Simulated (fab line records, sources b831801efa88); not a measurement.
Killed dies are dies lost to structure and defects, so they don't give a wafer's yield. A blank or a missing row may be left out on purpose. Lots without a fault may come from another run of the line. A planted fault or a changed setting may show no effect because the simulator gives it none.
fab line records | flow sky130
record lots=24 wafers=72 last_day=50
route steps=708 shown METAL3@569 CAP2M@605 VIA4@640 METAL5@667
lots that met no fault: from a run of the same line without faults
start_h: hours from the record's first day to the start of the lot's first wafer shown | wait_h: hours since the lot's step before | " the same as in the row above | L1.1+2: a row that stands for several wafers | - no value, or no start given | * or withheld: withheld | < > ~ a bound
route shown NAME@n: a module of which the file shows steps, and the number in the route of the first | usual: mean/standard deviation of fault-free wafers | same: alike in all rows | chamber/n: place in a boat | sites: the reading at each site | _std_site: their standard deviation | _edge_site: outer sites' mean less inner sites' | radius_mm: how far each site lies from the wafer's centre | mask NAME#n: copy n | behind: the tool/chamber that last shaped the wafer | hold: why the lot was held/for how many hours/how that ended | device: the transistor (n, p or np) that didn't switch | end of line: the same wafers' tests at the end of the route | a step without rows: its recipe alone | killed: dies lost to structure and defects at the first sort, not the wafer's yield | map: a wafer's dies, x killed, . not, _ none there
set.NAME: the setting as run; set.NAME@STEP: as run at that earlier step | model.NAME: the simulator's own value behind a step, which no gauge read
steps of the route over a sample of lots; a table a step, a row a wafer
services: from which hour (start_h, from the record's first day; less than 0 if before it) a tool's chamber was out of use, for how many hours, and why
## steps
# step SKY_METAL3_STRIP_19
# recipe chemistry=O2/N2 power_w=1400 pressure_mtorr=1500 platen_temp_c=withheld o2_flow_sccm=3000 n2_flow_sccm=300 overash_fraction=0.5
# usual drypump_motor_current_A=5.7/0.59 oes_product_au=0.505/0.0058 strip_time_to_endpoint_s=6.60/0.099
# columns lot.wafer tool chamber start_h wait_h drypump_motor_current_A oes_product_au rf_hours_counter_h strip_time_to_endpoint_s
L074.3 plasma_asher-04 1 895.88 0.1 6.1 0.503 - 6.58
L074.4 " 0 " " 6.7 0.499 - 6.44
L074.5 " 1 " " 6.1 0.503 - 6.51
L075.4 plasma_asher-03 0 913.08 0.1 5.1 0.501 - 6.64
L075.5 " 0 " " 5.1 0.497 - 6.59
L075.6 " 1 " " 5.5 0.500 - 6.58
L076.1 plasma_asher-03 0 914.08 0.3 5.1 0.509 45 6.60
L076.3 " 0 " " 5.1 0.505 - 6.62
L076.5 " 0 " " 5.1 0.508 - 6.69
L077.3 plasma_asher-03 0 929.17 0.1 5.1 0.499 - 6.58
L077.5 " 1 " " 5.5 0.506 - 6.54
L077.6 " 0 " " 5.2 0.502 - 6.52
L078.1 plasma_asher-04 0 929.88 0.1 6.6 0.512 81 6.63
L078.4 " 0 " " 6.7 0.509 - 6.57
L078.5 " 1 " " 6.1 0.495 - 6.61
L079.1 plasma_asher-02 1 945.13 0.1 6.7 0.514 21 6.59
L079.3 " 0 " " 5.5 0.506 - 6.59
L079.5 " 1 " " 6.7 0.506 - 6.61
L080.2 plasma_asher-02 0 947.15 0.1 5.5 0.507 21 6.73
L080.3 " 1 " " 6.7 0.514 - 6.69
L080.6 " 0 " " 5.5 0.510 - 6.72
L081.1 plasma_asher-03 1 953.25 0.1 5.5 0.515 49 6.70
L081.2 " 0 " " 5.0 0.505 49 6.68
L081.4 " 1 " " 5.5 0.507 - 6.69
L083.2 plasma_asher-03 1 971.90 0.1 5.5 0.496 51 6.42
L083.4 " 1 " " 5.6 0.501 - 6.39
L083.6 " 1 " " 5.6 0.508 - 6.68
L082.1 plasma_asher-03 0 974.06 0.1 5.0 0.503 51 6.51
L082.3 " 0 " " 5.1 0.504 - 6.52
L082.6 " 1 " " 5.5 0.501 - 6.52
L084.1 plasma_asher-04 0 982.75 0.1 6.7 0.512 86 6.74
L084.5 " 0 " " 6.7 0.519 - 6.81
L084.6 " 1 " " 6.1 0.514 - 6.68
L085.1 plasma_asher-03 0 983.40 0.1 5.1 0.511 52 6.56
L085.5 " 1 " " 5.5 0.504 - 6.58
L085.6 " 0 " " 5.1 0.510 - 6.56
L086.1 plasma_asher-04 0 989.41 0.1 6.7 0.514 87 6.62
L086.2 " 1 " " 6.1 0.506 87 6.63
L086.5 " 1 " " 6.1 0.506 - 6.66
L087.2 plasma_asher-02 0 994.50 0.1 5.5 0.505 26 6.62
L087.3 " 0 " " 5.5 0.496 - 6.30
L087.5 " 0 " " 5.5 0.489 - 6.35
L088.1 plasma_asher-03 1 1002.10 0.1 5.5 0.506 54 6.61
L088.2 " 0 " " 5.1 0.497 54 6.48
L088.4 " 1 " " 5.5 0.504 - 6.53
L089.2 plasma_asher-02 0 1011.00 0.1 5.5 0.507 27 6.59
L089.4 " 1 " " 6.7 0.498 - 6.61
L089.5 " 1 " " 6.7 0.502 - 6.60
L090.1 plasma_asher-03 0 1017.51 0.1 5.1 0.511 55 6.62
L090.4 " 0 " " 5.1 0.500 - 6.49
L090.6 " 0 " " 5.1 0.504 - 6.62
L092.1 plasma_asher-03 0 1021.45 0.1 5.0 0.500 56 6.67
L092.5 " 1 " " 5.5 0.506 - 6.61
L092.6 " 0 " " 5.1 0.504 - 6.66
L091.1 plasma_asher-04 0 1024.40 0.1 6.7 0.509 90 6.64
L091.2 " 1 " " 6.1 0.496 90 6.40
L091.3 " 1 " " 6.1 0.493 - 6.38
L093.1 plasma_asher-03 1 1033.50 0.1 5.5 0.505 57 6.74
L093.2 " 0 " " 5.0 0.513 57 6.71
L093.5 " 1 " " 5.5 0.511 - 6.73
L094.1 plasma_asher-03 0 1038.00 0.1 5.1 0.508 57 6.66
L094.3 " 1 " " 5.5 0.494 - 6.38
L094.4 " 0 " " 5.1 0.503 - 6.63
L095.2 plasma_asher-03 0 1043.35 0.1 5.1 0.506 57 6.48
L095.3 " 0 " " 5.1 0.504 - 6.43
L095.5 " 1 " " 5.5 0.511 - 6.65
L096.2 plasma_asher-03 0 1052.90 0.1 5.0 0.507 58 6.71
L096.3 " 0 " " 5.0 0.516 - 6.73
L096.5 " 1 " " 5.5 0.506 - 6.63
L097.1 plasma_asher-02 1 1059.81 0.1 6.7 0.499 32 6.65
L097.5 " 0 " " 5.5 0.506 - 6.60
L097.6 " 1 " " 6.7 0.519 - 6.66
# step SKY_CAP2M_SPUTTER_02
# recipe material=TiN target_thk_nm=200 temp_c=300 power_w=6500 time_s=166.7 chamber_pressure_pa=0.4
# usual throttle_valve_pct=30.3/0.97
# same time_s=166.7
# columns lot.wafer tool chamber start_h wait_h throttle_valve_pct
L074.3 pvd_sputter-01 - 924.10 0.0 31.7
L074.4 " - " " 30.3
L074.5 " - " " 31.7
L075.4 pvd_sputter-03 - 940.75 0.0 29.5
L075.5 " - " " 29.1
L075.6 " - " " 30.8
L076.1 pvd_sputter-02 - 942.18 0.1 30.9
L076.3 " - " " 31.4
L076.5 " - " " 31.2
L077.3 pvd_sputter-03 - 957.10 0.0 31.0
L077.5 " - " " 30.9
L077.6 " - " " 29.2
L078.1 pvd_sputter-01 - 957.97 0.1 28.9
L078.4 " - " " 30.2
L078.5 " - " " 32.0
L079.1 pvd_sputter-03 - 972.14 0.1 29.6
L079.3 " - " " 30.7
L079.5 " - " " 31.1
L080.2 pvd_sputter-01 - 973.77 0.0 30.2
L080.3 " - " " 31.8
L080.6 " - " " 31.9
L081.1 pvd_sputter-03 - 980.04 0.1 30.8
L081.2 " - " " 30.9
L081.4 " - " " 29.1
L083.2 pvd_sputter-02 - 999.11 0.0 31.1
L083.4 " - " " 29.4
L083.6 " - " " 31.1
L082.1 pvd_sputter-02 - 1000.63 0.1 29.5
L082.3 " - " " 31.4
L082.6 " - " " 30.8
L084.1 pvd_sputter-01 - 1009.46 0.1 31.6
L084.5 " - " " 28.6
L084.6 " - " " 30.3
L085.1 pvd_sputter-03 - 1010.13 0.1 30.7
L085.5 " - " " 29.5
L085.6 " - " " 30.9
L086.1 pvd_sputter-01 - 1015.36 0.1 28.9
L086.2 " - " " 30.7
L086.5 " - " " 32.0
L087.2 pvd_sputter-01 - 1020.59 0.0 29.5
L087.3 " - " " 28.8
L087.5 " - " " 28.6
L088.1 pvd_sputter-02 - 1027.95 0.1 31.3
L088.2 " - " " 29.6
L088.4 " - " " 31.0
L089.2 pvd_sputter-02 - 1036.40 0.0 30.9
L089.4 " - " " 29.6
L089.5 " - " " 29.3
L090.1 pvd_sputter-01 - 1042.94 0.1 30.4
L090.4 " - " " 30.1
L090.6 " - " " 31.7
L092.1 pvd_sputter-02 - 1046.59 0.1 31.0
L092.5 " - " " 29.3
L092.6 " - " " 31.1
L091.1 pvd_sputter-02 - 1049.92 0.1 31.2
L091.2 " - " " 31.1
L091.3 " - " " 31.1
L093.1 pvd_sputter-01 - 1058.08 0.1 29.5
L093.2 " - " " 30.4
L093.5 " - " " 28.6
L094.1 pvd_sputter-02 - 1062.71 0.1 31.2
L094.3 " - " " 31.2
L094.4 " - " " 31.2
L095.2 pvd_sputter-02 - 1066.92 0.0 31.2
L095.3 " - " " 30.9
L095.5 " - " " 30.7
L096.2 pvd_sputter-01 - 1077.13 0.0 29.6
L096.3 " - " " 28.6
L096.5 " - " " 29.4
L097.1 pvd_sputter-01 - 1083.66 0.1 30.1
L097.5 " - " " 28.7
L097.6 " - " " 30.2
# step SKY_CAP2M_METAL_ETCH_13
# recipe target_depth_nm=220 stop_on=SiO2 chemistry=Cl2/BCl3 target=TiN pressure_mtorr=10 icp_w=900 bias_w=48.5 Cl2_flow_sccm=60 bcl3_flow_sccm=30 time_s=62.9
# usual drypump_motor_current_A=5.6/0.56 oes_product_au=0.938/0.011 throttle_valve_pct=21.904/0.011
# same time_s=62.9
# columns lot.wafer tool chamber start_h wait_h drypump_motor_current_A oes_product_au rf_hours_counter_h throttle_valve_pct
L074.3 rie_metal-02 0 949.62 0.0 6.3 0.956 - 21.910
L074.4 " 1 " " 5.0 0.940 - 21.903
L074.5 " 1 " " 5.0 0.944 - 21.892
L075.4 rie_metal-02 1 964.79 0.1 5.0 0.938 - 21.891
L075.5 " 1 " " 5.0 0.933 - 21.912
L075.6 " 1 " " 5.0 0.942 - 21.915
L076.1 rie_metal-02 1 966.11 0.0 5.0 0.938 6 21.904
L076.3 " 1 " " 5.0 0.931 - 21.907
L076.5 " 0 " " 6.3 0.935 - 21.914
L077.3 rie_metal-02 1 980.67 0.0 5.0 0.938 - 21.903
L077.5 " 1 " " 5.0 0.932 - 21.906
L077.6 " 0 " " 6.3 0.937 - 21.892
L078.1 rie_metal-01 0 981.84 0.0 5.6 0.933 10 21.909
L078.4 " 1 " " 5.2 0.951 - 21.898
L078.5 " 1 " " 5.1 0.956 - 21.882
L079.1 rie_metal-03 1 995.44 0.0 6.5 0.942 7 21.912
L079.3 " 1 " " 6.5 0.929 - 21.922
L079.5 " 1 " " 6.5 0.938 - 21.911
L080.2 rie_metal-01 0 997.44 0.0 5.6 0.952 11 21.898
L080.3 " 0 " " 5.5 0.965 - 21.903
L080.6 " 0 " " 5.6 0.974 - 21.880
L081.1 rie_metal-02 0 1003.84 0.0 6.3 0.929 5 21.900
L081.2 " 1 " " 5.0 0.932 8 21.900
L081.4 " 0 " " 6.3 0.926 - 21.886
L083.2 rie_metal-03 1 1022.50 0.0 6.5 0.930 8 21.886
L083.4 " 1 " " 6.5 0.939 - 21.902
L083.6 " 1 " " 6.5 0.939 - 21.917
L082.1 rie_metal-01 1 1023.60 0.0 5.2 0.930 4 21.918
L082.3 " 1 " " 5.2 0.930 - 21.923
L082.6 " 1 " " 5.2 0.934 - 21.909
L084.1 rie_metal-02 0 1031.91 0.0 6.3 0.962 7 21.889
L084.5 " 1 " " 5.0 0.942 - 21.900
L084.6 " 0 " " 6.3 0.953 - 21.899
L085.1 rie_metal-03 1 1032.29 0.0 6.5 0.947 9 21.911
L085.5 " 0 " " 5.4 0.938 - 21.913
L085.6 " 1 " " 6.5 0.945 - 21.905
L086.1 rie_metal-02 0 1037.55 0.0 6.3 0.937 7 21.927
L086.2 " 1 " " 5.0 0.940 10 21.906
L086.5 " 0 " " 6.3 0.947 - 21.896
L087.2 rie_metal-03 0 1043.20 0.0 5.4 0.932 15 21.912
L087.3 " 1 " " 6.5 0.936 - 21.923
L087.5 " 1 " " 6.5 0.935 - 21.902
L088.1 rie_metal-02 1 1050.15 0.0 5.0 0.928 11 21.925
L088.2 " 0 " " 6.3 0.945 8 21.910
L088.4 " 0 " " 6.3 0.946 - 21.892
L089.2 rie_metal-02 0 1058.59 0.0 6.3 0.925 9 21.922
L089.4 " 1 " " 5.0 0.927 - 21.916
L089.5 " 1 " " 5.0 0.921 - 21.924
L090.1 rie_metal-01 1 1064.05 0.0 5.2 0.957 6 21.906
L090.4 " 1 " " 5.1 0.954 - 21.891
L090.6 " 0 " " 5.6 0.957 - 21.904
L092.1 rie_metal-02 1 1067.82 0.0 5.0 0.926 12 21.907
L092.5 " 0 " " 6.3 0.923 - 21.909
L092.6 " 1 " " 5.0 0.930 - 21.892
L091.1 rie_metal-01 1 1071.14 0.0 5.2 0.937 7 21.919
L091.2 " 0 " " 5.6 0.943 15 21.900
L091.3 " 0 " " 5.6 0.939 - 21.880
L093.1 rie_metal-01 1 1079.15 0.0 5.1 0.945 7 21.908
L093.2 " 0 " " 5.6 0.957 16 21.884
L093.5 " 0 " " 5.6 0.945 - 21.877
L094.1 rie_metal-01 1 1083.74 0.0 5.1 0.917 7 21.912
L094.3 " 0 " " 5.6 0.920 - 21.901
L094.4 " 1 " " 5.1 0.930 - 21.899
L095.2 rie_metal-02 0 1087.65 0.0 6.3 0.931 11 21.903
L095.3 " 0 " " 6.3 0.923 - 21.916
L095.5 " 1 " " 5.0 0.933 - 21.907
L096.2 rie_metal-03 1 1097.69 0.0 6.5 0.935 13 21.898
L096.3 " 1 " " 6.5 0.937 - 21.905
L096.5 " 1 " " 6.5 0.920 - 21.905
L097.1 rie_metal-01 1 1104.00 0.0 5.1 0.949 9 21.913
L097.5 " 1 " " 5.2 0.938 - 21.893
L097.6 " 0 " " 5.6 0.939 - 21.895
# step SKY_VIA4_THK_MEAS_01
# recipe reads=SiO2_of_VIA4_HDPCVD_00
# usual VIA4_HDPCVD_THK=1746/20
# columns lot.wafer tool chamber start_h wait_h VIA4_HDPCVD_THK[nm]
L074.3 film_metro-03 - 975.59 0.1 1743
L074.4 " - " " 1739
L074.5 " - " " 1777
L075.4 film_metro-03 - 989.59 0.0 1743
L075.5 " - " " 1767
L075.6 " - " " 1742
L076.1 film_metro-04 - 991.37 0.1 1760
L076.3 " - " " 1761
L076.5 " - " " 1743
L077.3 film_metro-01 - 1006.04 0.1 1701
L077.5 " - " " 1722
L077.6 " - " " 1719
L078.1 film_metro-04 - 1007.62 0.1 1736
L078.4 " - " " 1725
L078.5 " - " " 1772
L079.1 film_metro-03 - 1020.42 0.1 1751
L079.3 " - " " 1724
L079.5 " - " " 1741
L080.2 film_metro-04 - 1021.88 0.1 1711
L080.3 " - " " 1739
L080.6 " - " " 1711
L081.1 film_metro-01 - 1028.37 0.1 1758
L081.2 " - " " 1745
L081.4 " - " " 1764
L083.2 film_metro-04 - 1047.26 0.1 1746
L083.4 " - " " 1767
L083.6 " - " " 1753
L082.1 film_metro-03 - 1048.16 0.1 1724
L082.3 " - " " 1759
L082.6 " - " " 1753
L084.1 film_metro-04 - 1055.83 0.1 1724
L084.5 " - " " 1728
L084.6 " - " " 1751
L085.1 film_metro-01 - 1055.90 0.1 1775
L085.5 " - " " 1722
L085.6 " - " " 1773
L086.1 film_metro-01 - 1061.23 0.1 1703
L086.2 " - " " 1741
L086.5 " - " " 1731
L087.2 film_metro-03 - 1066.12 0.1 1797
L087.3 " - " " 1766
L087.5 " - " " 1748
L088.1 film_metro-03 - 1073.10 0.1 1720
L088.2 " - " " 1763
L088.4 " - " " 1725
L089.2 film_metro-04 - 1081.09 0.1 1740
L089.4 " - " " 1759
L089.5 " - " " 1706
L090.1 film_metro-04 - 1087.22 0.1 1738
L090.4 " - " " 1743
L090.6 " - " " 1729
L092.1 film_metro-01 - 1090.83 0.1 1767
L092.5 " - " " 1748
L092.6 " - " " 1782
L091.1 film_metro-04 - 1094.00 0.1 1762
L091.2 " - " " 1744
L091.3 " - " " 1740
L093.1 film_metro-01 - 1101.75 0.1 1749
L093.2 " - " " 1756
L093.5 " - " " 1756
L094.1 film_metro-01 - 1106.46 0.1 1712
L094.3 " - " " 1744
L094.4 " - " " 1764
L095.2 film_metro-04 - 1110.06 0.1 1784
L095.3 " - " " 1733
L095.5 " - " " 1719
L096.2 film_metro-01 - 1119.93 0.1 1758
L096.3 " - " " 1752
L096.5 " - " " 1740
L097.1 film_metro-01 - 1125.75 0.1 1741
L097.5 " - " " 1750
L097.6 " - " " 1754
# step SKY_VIA4_CMP_21
# recipe stop_on=SiO2 t_overpolish_s=25 down_force_psi=3.5 platen_rpm=60 target_thk_nm=0 pad_velocity_m_s=0.94248
# usual motor_current_A=11.6/1.2 overpolish_run_s=25.000/0.0091 time_to_endpoint_s=126/5.6
# columns lot.wafer tool chamber start_h wait_h motor_current_A overpolish_run_s time_to_endpoint_s
L074.3 cmp-02 3 1000.45 0.0 11.8 25.003 133
L074.4 " 0 " " 13.3 25.012 129
L074.5 " 3 " " 11.7 25.017 125
L075.4 cmp-01 0 1014.27 0.1 9.4 24.991 126
L075.5 " 3 " " 12.8 24.998 125
L075.6 " 0 " " 9.3 25.003 130
L076.3 cmp-02 0 1015.52 0.0 12.5 24.990 121
L076.1 " 3 " " 11.8 24.991 125
L076.5 " 1 " " 11.1 25.007 124
L077.3 cmp-01 3 1030.26 0.0 12.7 24.995 125
L077.6 " 3 " " 13.0 25.006 132
L077.5 " 0 " " 9.6 24.996 131
L078.4 cmp-01 3 1030.91 0.1 12.5 24.998 131
L078.1 " 1 " " 11.0 25.008 121
L078.5 " 2 " " 12.5 24.994 136
L079.3 cmp-02 2 1044.73 0.1 10.3 24.997 131
L079.1 " 3 " " 11.5 25.004 122
L079.5 " 0 " " 13.1 24.993 121
L080.2 cmp-02 2 1045.61 0.0 10.3 25.010 133
L080.3 " 3 " " 11.7 24.991 131
L080.6 " 2 " " 10.4 24.996 127
L081.4 cmp-02 3 1052.07 0.1 11.8 24.996 124
L081.1 " 0 " " 12.5 24.998 122
L081.2 " 1 " " 11.2 24.986 126
L083.2 cmp-01 0 1069.94 0.1 9.6 24.998 132
L083.4 " 3 " " 13.6 25.014 122
L083.6 " 0 " " 9.4 24.999 128
L082.1 cmp-02 3 1070.85 0.3 12.1 24.984 124
L082.3 " 0 " " 12.6 24.997 124
L082.6 " 1 " " 11.7 24.995 124
L084.1 cmp-01 2 1078.37 0.1 13.0 24.981 131
L084.5 " 2 " " 12.6 24.999 127
L084.6 " 3 " " 13.3 25.002 125
L085.1 cmp-01 3 1078.72 0.4 13.2 24.999 119
L085.5 " 2 " " 13.1 25.000 129
L085.6 " 3 " " 13.5 24.995 126
L086.2 cmp-01 3 1083.34 0.2 13.7 24.989 120
L086.1 " 0 " " 9.2 24.985 124
L086.5 " 1 " " 10.9 24.997 118
L087.2 cmp-02 2 1088.52 0.1 10.9 24.978 133
L087.3 " 3 " " 11.8 25.003 123
L087.5 " 0 " " 12.3 25.014 124
L088.4 cmp-01 3 1095.94 0.5 13.1 24.990 123
L088.2 " 0 " " 9.2 24.995 130
L088.1 " 1 " " 11.4 24.990 117
L089.2 cmp-01 1 1103.41 0.1 11.3 24.997 114
L089.4 " 2 " " 13.4 25.004 134
L089.5 " 1 " " 11.3 24.995 115
L090.1 cmp-01 0 1108.95 0.1 9.8 25.011 123
L090.4 " 2 " " 13.0 25.013 129
L090.6 " 0 " " 8.9 25.003 127
L092.1 cmp-01 0 1112.51 0.1 9.7 25.008 133
L092.6 " 2 " " 12.8 24.998 133
L092.5 " 3 " " 13.2 24.999 123
L091.1 cmp-02 1 1115.88 0.2 11.2 25.003 121
L091.2 " 2 " " 10.3 25.000 137
L091.3 " 0 " " 11.9 25.003 124
L093.1 cmp-02 1 1122.73 0.1 11.5 25.012 124
L093.2 " 2 " " 10.3 25.004 136
L093.5 " 0 " " 13.1 24.993 127
L094.3 cmp-02 3 1127.41 0.0 11.3 24.988 123
L094.4 " 0 " " 12.2 25.019 118
L094.1 " 2 " " 10.8 25.015 127
L095.2 cmp-02 1 1130.46 0.0 11.2 24.994 116
L095.3 " 3 " " 12.0 24.984 121
L095.5 " 1 " " 11.8 24.991 126
L096.3 cmp-02 3 1141.34 0.1 12.0 24.999 129
L096.2 " 1 " " 11.0 25.001 124
L096.5 " 2 " " 10.2 25.013 128
L097.1 cmp-02 0 1146.07 0.2 12.0 24.993 128
L097.6 " 1 " " 11.8 25.008 125
L097.5 " 2 " " 10.3 24.995 124
# step SKY_METAL5_THK_MEAS_06
# recipe thk_meas_gauge=xrf reads=AlCu_of_METAL5_SPUTTER_02
# usual METAL5_ALCU_THK=1146/13
# columns lot.wafer tool chamber start_h wait_h METAL5_ALCU_THK[nm]
L074.3 film_metro-04 - 1001.05 0.1 1111
L074.4 " - " " 1151
L074.5 " - " " 1129
L075.4 film_metro-04 - 1014.84 0.1 1147
L075.5 " - " " 1141
L075.6 " - " " 1149
L076.1 film_metro-04 - 1016.11 0.1 1155
L076.3 " - " " 1145
L076.5 " - " " 1130
L077.3 film_metro-02 - 1030.87 0.1 1140
L077.5 " - " " 1146
L077.6 " - " " 1121
L078.1 film_metro-04 - 1031.45 0.1 1140
L078.4 " - " " 1131
L078.5 " - " " 1142
L079.1 film_metro-02 - 1045.22 0.1 1156
L079.3 " - " " 1117
L079.5 " - " " 1147
L080.2 film_metro-04 - 1046.21 0.1 1137
L080.3 " - " " 1156
L080.6 " - " " 1162
L081.1 film_metro-04 - 1052.60 0.1 1142
L081.2 " - " " 1151
L081.4 " - " " 1151
L083.2 film_metro-02 - 1070.53 0.1 1140
L083.4 " - " " 1147
L083.6 " - " " 1129
L082.1 film_metro-04 - 1071.34 0.1 1120
L082.3 " - " " 1134
L082.6 " - " " 1130
L084.1 film_metro-03 - 1078.96 0.1 1142
L084.5 " - " " 1146
L084.6 " - " " 1150
L085.1 film_metro-04 - 1079.26 0.1 1144
L085.5 " - " " 1171
L085.6 " - " " 1142
L086.1 film_metro-04 - 1083.83 0.1 1138
L086.2 " - " " 1126
L086.5 " - " " 1136
L087.2 film_metro-03 - 1089.02 0.1 1147
L087.3 " - " " 1159
L087.5 " - " " 1144
L088.1 film_metro-02 - 1096.52 0.1 1142
L088.2 " - " " 1131
L088.4 " - " " 1133
L089.2 film_metro-02 - 1103.96 0.1 1161
L089.4 " - " " 1147
L089.5 " - " " 1155
L090.1 film_metro-02 - 1109.49 0.1 1165
L090.4 " - " " 1150
L090.6 " - " " 1158
L092.1 film_metro-02 - 1113.00 0.1 1146
L092.5 " - " " 1138
L092.6 " - " " 1136
L091.1 film_metro-04 - 1116.47 0.1 1131
L091.2 " - " " 1135
L091.3 " - " " 1150
L093.1 film_metro-02 - 1123.21 0.1 1164
L093.2 " - " " 1147
L093.5 " - " " 1157
L094.1 film_metro-02 - 1128.00 0.1 1140
L094.3 " - " " 1174
L094.4 " - " " 1153
L095.2 film_metro-03 - 1131.06 0.1 1164
L095.3 " - " " 1137
L095.5 " - " " 1162
L096.2 film_metro-04 - 1141.90 0.1 1149
L096.3 " - " " 1118
L096.5 " - " " 1134
L097.1 film_metro-02 - 1146.50 0.1 1176
L097.5 " - " " 1182
L097.6 " - " " 1156
## services
# columns tool chamber start_h hours kind
rie_metal-01 0 872.09 14.4 repair
cmp-02 - 895.95 0.8 repair
rie_metal-01 - 896.59 2.8 pm
plasma_asher-03 - 902.45 6.4 repair
pvd_sputter-01 - 905.09 2.3 repair
cmp-01 - 912.00 4.0 pm
pvd_sputter-03 - 917.65 5.4 repair
pvd_sputter-02 - 947.45 3.3 repair
rie_metal-02 - 949.20 0.2 repair
pvd_sputter-03 - 958.88 1.4 repair
rie_metal-02 0 963.72 2.1 repair
cmp-01 - 970.18 12.8 pm
cmp-01 - 1017.31 0.5 repair
cmp-01 - 1017.54 1.0 repair
cmp-01 - 1028.60 0.4 repair
cmp-02 - 1035.80 4.5 pm
pvd_sputter-02 - 1045.33 0.7 repair
pvd_sputter-02 - 1087.78 2.1 repair
cmp-02 - 1091.89 4.0 pm
pvd_sputter-02 - 1117.22 2.3 repair
pvd_sputter-03 - 1120.16 9.0 repair
cmp-01 - 1124.80 1.2 repair
pvd_sputter-01 - 1134.04 1.6 repair
cmp-02 - 1142.42 1.7 repair
## key
fault none
